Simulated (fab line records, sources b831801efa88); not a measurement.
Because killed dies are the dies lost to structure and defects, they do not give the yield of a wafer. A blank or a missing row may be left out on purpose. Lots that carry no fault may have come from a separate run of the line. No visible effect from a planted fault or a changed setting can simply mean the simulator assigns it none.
Which tool is to blame? | flow gf180mcu | 24 lots with 72 wafers sampled at 5 steps, on a route of 602 steps

## WHAT THE GAUGES SHOWED, per wafer
GF_DNWELL_TW_MEAS_09. Usual: DNWELL_TW gives 1362 (standard deviation 12).
lot  | measured    | on           | DNWELL_TW      | flag
L074 | day 2 18:37 | filmMetro-01 | 1352 1353 1361 | 
L075 | day 3 01:19 | filmMetro-04 | 1368 1371 1372 | 
L076 | day 3 05:29 | filmMetro-04 | 1371 1373 1373 | 
L077 | day 3 10:19 | filmMetro-03 | 1355 1358 1353 | 
L078 | day 3 16:49 | filmMetro-01 | 1360 1362 1366 | 
L079 | day 3 21:19 | filmMetro-04 | 1369 1370 1373 | 
L080 | day 4 01:23 | filmMetro-03 | 1351 1353 1354 | 
L081 | day 4 10:07 | filmMetro-01 | 1361 1350 1360 | 
L082 | day 4 12:40 | filmMetro-01 | 1363 1360 1364 | 
L083 | day 4 17:25 | filmMetro-04 | 1358 1364 1372 | 
L084 | day 4 23:00 | filmMetro-03 | 1339 1342 1346 | 
L085 | day 5 06:26 | filmMetro-03 | 1357 1352 1355 | 
L086 | day 5 09:04 | filmMetro-01 | 1350 1360 1354 | 
L087 | day 5 16:32 | filmMetro-01 | 1356 1354 1351 | 
L088 | day 5 20:56 | filmMetro-01 | 1348 1341 1343 | 
L089 | day 6 01:59 | filmMetro-01 | 1362 1360 1365 | 
L090 | day 6 07:49 | filmMetro-01 | 1367 1358 1369 | 
L091 | day 6 13:22 | filmMetro-03 | 1342 1341 1341 | 
L092 | day 6 18:09 | filmMetro-01 | 1361 1366 1363 | 
L093 | day 7 01:17 | filmMetro-04 | 1389 1383 1384 | 
L094 | day 7 06:00 | filmMetro-04 | 1383 1373 1375 | 
L095 | day 7 09:43 | filmMetro-04 | 1368 1374 1363 | 
L096 | day 7 15:25 | filmMetro-04 | 1371 1374 1379 | 
L097 | day 7 22:55 | filmMetro-01 | 1366 1362 1366 | 

GF_LVPWELL_TW_MEAS_11. Usual: LVPWELL_TW gives 565 (standard deviation 7.3).
lot  | measured    | on           | LVPWELL_TW  | flag
L074 | day 3 20:34 | filmMetro-04 | 566 570 563 | 
L075 | day 4 03:49 | filmMetro-02 | 558 559 561 | 
L076 | day 4 08:52 | filmMetro-04 | 570 568 571 | 
L077 | day 4 13:08 | filmMetro-02 | 554 557 557 | 
L078 | day 4 20:10 | filmMetro-02 | 558 559 560 | 
L079 | day 5 01:41 | filmMetro-03 | 557 554 555 | 
L080 | day 5 05:47 | filmMetro-03 | 556 557 557 | 
L081 | day 5 15:21 | filmMetro-03 | 560 561 557 | 
L082 | day 5 17:46 | filmMetro-02 | 559 559 561 | 
L083 | day 5 22:10 | filmMetro-04 | 572 572 576 | 
L084 | day 6 04:28 | filmMetro-04 | 577 572 577 | 
L085 | day 6 11:20 | filmMetro-04 | 575 572 575 | 
L086 | day 6 14:53 | filmMetro-02 | 556 556 556 | 
L087 | day 6 22:38 | filmMetro-03 | 556 557 556 | 
L088 | day 7 03:34 | filmMetro-02 | 558 557 558 | 
L089 | day 7 08:58 | filmMetro-03 | 557 556 555 | 
L090 | day 7 15:59 | filmMetro-04 | 568 571 569 | 
L091 | day 7 20:50 | filmMetro-04 | 572 575 570 | 
L092 | day 8 02:16 | filmMetro-04 | 576 572 573 | 
L093 | day 8 09:53 | filmMetro-02 | 564 561 562 | 
L094 | day 8 14:46 | filmMetro-04 | 575 575 573 | 
L095 | day 8 18:45 | filmMetro-02 | 560 559 561 | 
L096 | day 9 01:09 | filmMetro-04 | 570 571 574 | 
L097 | day 9 08:37 | filmMetro-04 | 572 572 571 | 

GF_VT_IMPLANT_TW_MEAS_10. Usual: VT_IMPLANT_TW gives 566 (standard deviation 6.8).
lot  | measured     | on           | VT_IMPLANT_TW | flag
L074 | day 5 15:00  | filmMetro-01 | 565 566 564   | 
L075 | day 5 21:38  | filmMetro-02 | 563 562 560   | 
L076 | day 6 03:14  | filmMetro-01 | 565 566 568   | 
L077 | day 6 09:04  | filmMetro-01 | 571 566 570   | 
L078 | day 6 17:09  | filmMetro-01 | 569 571 571   | 
L079 | day 6 22:08  | filmMetro-02 | 561 562 560   | 
L080 | day 7 02:14  | filmMetro-01 | 571 575 570   | 
L081 | day 7 13:06  | filmMetro-01 | 574 574 569   | 
L082 | day 7 16:26  | filmMetro-02 | 564 563 562   | 
L083 | day 7 20:21  | filmMetro-02 | 563 562 564   | 
L084 | day 8 03:02  | filmMetro-01 | 564 566 565   | 
L085 | day 8 11:54  | filmMetro-02 | 564 566 567   | 
L086 | day 8 16:22  | filmMetro-04 | 574 576 576   | 
L087 | day 8 23:41  | filmMetro-02 | 566 565 566   | 
L088 | day 9 05:26  | filmMetro-01 | 576 572 569   | 
L089 | day 9 11:05  | filmMetro-04 | 575 573 577   | 
L090 | day 9 18:20  | filmMetro-01 | 573 572 567   | 
L091 | day 9 23:41  | filmMetro-01 | 570 570 571   | 
L092 | day 10 05:14 | filmMetro-02 | 557 559 557   | 
L093 | day 10 13:05 | filmMetro-02 | 557 557 558   | 
L094 | day 10 18:57 | filmMetro-02 | 559 558 556   | 
L095 | day 10 22:33 | filmMetro-04 | 578 579 578   | 
L096 | day 11 07:03 | filmMetro-02 | 556 553 555   | 
L097 | day 11 15:00 | filmMetro-02 | 551 554 551   | 

GF_NSD_CD_MEAS_07: the cd target is 400 nm. Usual: cdNm 401.3 nm, standard deviation 2.
lot  | measured     | on       | cdNm (nm)         | flag
L074 | day 13 03:55 | cdSem-01 | 401.6 403.1 402.0 | 
L075 | day 13 17:36 | cdSem-01 | 406.1 405.5 406.3 | 
L076 | day 13 23:51 | cdSem-02 | 402.5 402.9 400.7 | 
L077 | day 14 09:51 | cdSem-02 | 400.9 399.7 397.4 | 
L078 | day 14 21:43 | cdSem-01 | 399.6 402.7 402.5 | 
L079 | day 15 11:15 | cdSem-02 | 400.5 401.4 402.3 | 
L080 | day 15 13:44 | cdSem-02 | 400.7 402.9 402.1 | 
L081 | day 15 22:14 | cdSem-01 | 403.2 403.9 402.3 | 
L082 | day 16 04:29 | cdSem-02 | 400.6 400.1 399.5 | 
L083 | day 16 08:20 | cdSem-01 | 401.6 401.1 402.1 | 
L084 | day 16 13:04 | cdSem-02 | 403.4 404.3 403.8 | 
L085 | day 17 02:40 | cdSem-01 | 398.8 401.5 399.8 | 
L086 | day 17 10:41 | cdSem-01 | 400.4 397.7 401.2 | 
L087 | day 17 18:57 | cdSem-01 | 397.3 398.5 400.1 | 
L088 | day 18 00:52 | cdSem-01 | 401.7 401.7 400.2 | 
L089 | day 18 10:00 | cdSem-02 | 402.4 401.5 401.9 | 
L090 | day 18 19:24 | cdSem-02 | 399.7 403.5 401.5 | 
L091 | day 19 01:39 | cdSem-01 | 402.2 403.0 401.1 | 
L092 | day 19 07:37 | cdSem-01 | 400.0 398.6 399.5 | 
L093 | day 19 20:15 | cdSem-02 | 398.5 400.0 400.7 | 
L094 | day 20 05:58 | cdSem-01 | 400.1 399.8 400.2 | 
L095 | day 20 12:25 | cdSem-02 | 403.2 401.7 403.0 | 
L096 | day 20 19:44 | cdSem-01 | 399.1 401.7 401.4 | 
L097 | day 21 06:04 | cdSem-02 | 404.9 401.5 401.8 | 

## WHAT TOOL EACH LOT RAN ON (gives the tool, then ch and the chambers of the sampled wafers, and finally the start)
lot  | GF_VT_IMPLANT_STRIP_20
L074 | plasmaAsher-04 ch 0,1, day 6 05:05
L075 | plasmaAsher-04 ch 0, day 6 12:20
L076 | plasmaAsher-04 ch 0,1, day 6 18:23
L077 | plasmaAsher-03 ch 0,1, day 6 23:41
L078 | plasmaAsher-04 ch 0,1, day 7 08:50
L079 | plasmaAsher-01 ch 0,1, day 7 13:08
L080 | plasmaAsher-01 ch 0,1, day 7 18:29
L081 | plasmaAsher-01 ch 0,1, day 8 05:16
L082 | plasmaAsher-01 ch 0,1, day 8 08:50
L083 | plasmaAsher-04 ch 0,1, day 8 12:34
L084 | plasmaAsher-03 ch 0,1, day 8 19:44
L085 | plasmaAsher-03 ch 0,1, day 9 05:11
L086 | plasmaAsher-01 ch 0,1, day 9 09:07
L087 | plasmaAsher-03 ch 0,1, day 9 16:23
L088 | plasmaAsher-03 ch 0,1, day 9 22:29
L089 | plasmaAsher-04 ch 0,1, day 10 03:17
L090 | plasmaAsher-03 ch 0,1, day 10 11:44
L091 | plasmaAsher-03 ch 0,1, day 10 16:59
L092 | plasmaAsher-03 ch 0,1, day 10 22:53
L093 | plasmaAsher-04 ch 0,1, day 11 07:14
L094 | plasmaAsher-03 ch 0,1, day 11 13:05
L095 | plasmaAsher-04 ch 0,1, day 11 16:53
L096 | plasmaAsher-03 ch 0,1, day 12 01:28
L097 | plasmaAsher-01 ch 0,1, day 12 09:50
- GF_VT_IMPLANT_STRIP_20: strips in O2/N2.

## WHAT THE TOOLS THEMSELVES READ (means of the sampled wafers that have a number; where no wafer has one, the mark that the record gives instead)
GF_VT_IMPLANT_STRIP_20. Usual: drypumpMotorCurrentA 5.7 A, standard deviation 0.45; heaterPowerW 323 W, standard deviation 45; o2FlowSccm 2999 sccm, standard deviation 8.6; oesProductAu 0.716 a.u., standard deviation 0.0048; platenTempC 249.99 C, standard deviation 0.19; stripTimeToEndpointS 12.64 s, standard deviation 0.04.
lot  | tool           | drypumpMotorCurrentA (A) | heaterPowerW (W) | o2FlowSccm (sccm) | oesProductAu (a.u.) | platenTempC (C) | stripTimeToEndpointS (s) | flag
L074 | plasmaAsher-04 | 5.3                      | 297              | 2998              | 0.715               | 249.89          | 12.65                    | 
L075 | plasmaAsher-04 | 6.0                      | 271              | 2995              | 0.720               | 250.03          | 12.62                    | 
L076 | plasmaAsher-04 | 5.7                      | 282              | 2998              | 0.722               | 250.04          | 12.66                    | 
L077 | plasmaAsher-03 | 5.9                      | 360              | 2999              | 0.714               | 250.04          | 12.62                    | 
L078 | plasmaAsher-04 | 5.7                      | 284              | 2993              | 0.713               | 249.98          | 12.64                    | 
L079 | plasmaAsher-01 | 5.7                      | 286              | 2994              | 0.719               | 249.84          | 12.69                    | 
L080 | plasmaAsher-01 | 5.7                      | 326              | 3007              | 0.713               | 250.19          | 12.66                    | 
L081 | plasmaAsher-01 | 5.8                      | 285              | 3000              | 0.716               | 250.03          | 12.61                    | 
L082 | plasmaAsher-01 | 5.8                      | 288              | 3003              | 0.718               | 249.92          | 12.63                    | 
L083 | plasmaAsher-04 | 5.3                      | 297              | 3001              | 0.717               | 249.74          | 12.67                    | 
L084 | plasmaAsher-03 | 5.9                      | 360              | 2989              | 0.720               | 250.04          | 12.60                    | 
L085 | plasmaAsher-03 | 5.9                      | 366              | 3004              | 0.712               | 249.98          | 12.65                    | 
L086 | plasmaAsher-01 | 5.7                      | 323              | 2993              | 0.711               | 250.04          | 12.63                    | 
L087 | plasmaAsher-03 | 6.1                      | 356              | 3005              | 0.715               | 250.13          | 12.60                    | 
L088 | plasmaAsher-03 | 6.1                      | 358              | 3000              | 0.710               | 250.02          | 12.68                    | 
L089 | plasmaAsher-04 | 5.3                      | 297              | 2988              | 0.718               | 249.94          | 12.63                    | 
L090 | plasmaAsher-03 | 5.9                      | 357              | 2995              | 0.719               | 250.08          | 12.65                    | 
L091 | plasmaAsher-03 | 5.8                      | 359              | 2993              | 0.716               | 249.78          | 12.58                    | 
L092 | plasmaAsher-03 | 6.1                      | 361              | 2995              | 0.719               | 249.91          | 12.64                    | 
L093 | plasmaAsher-04 | 5.3                      | 303              | 3006              | 0.713               | 249.94          | 12.69                    | 
L094 | plasmaAsher-03 | 5.9                      | 361              | 3004              | 0.718               | 250.05          | 12.67                    | 
L095 | plasmaAsher-04 | 5.3                      | 300              | 3005              | 0.717               | 249.96          | 12.62                    | 
L096 | plasmaAsher-03 | 5.8                      | 361              | 2999              | 0.713               | 250.07          | 12.70                    | 
L097 | plasmaAsher-01 | 5.8                      | 322              | 2999              | 0.710               | 249.77          | 12.63                    | 

## THE ANSWER, worked out from the rows above alone
Rule: lot off if the mean of its wafers having a number is beyond 3 standard deviations from the usual mean. A lot without any number at a reading at which 4 lots or more have one is off too. Where the step has rows for the other lots, those lots are counted as sound. First the gauges in route order, then the tools' own readings, where a lot's mean is used as printed above. The first step at which some lot is off is used, and at that step the reading that is off furthest; a lot without a number counts as furthest.
Nothing can be told from this: no lot is off at any reading shown.

## WHAT THE SIMULATOR HAD PUT IN
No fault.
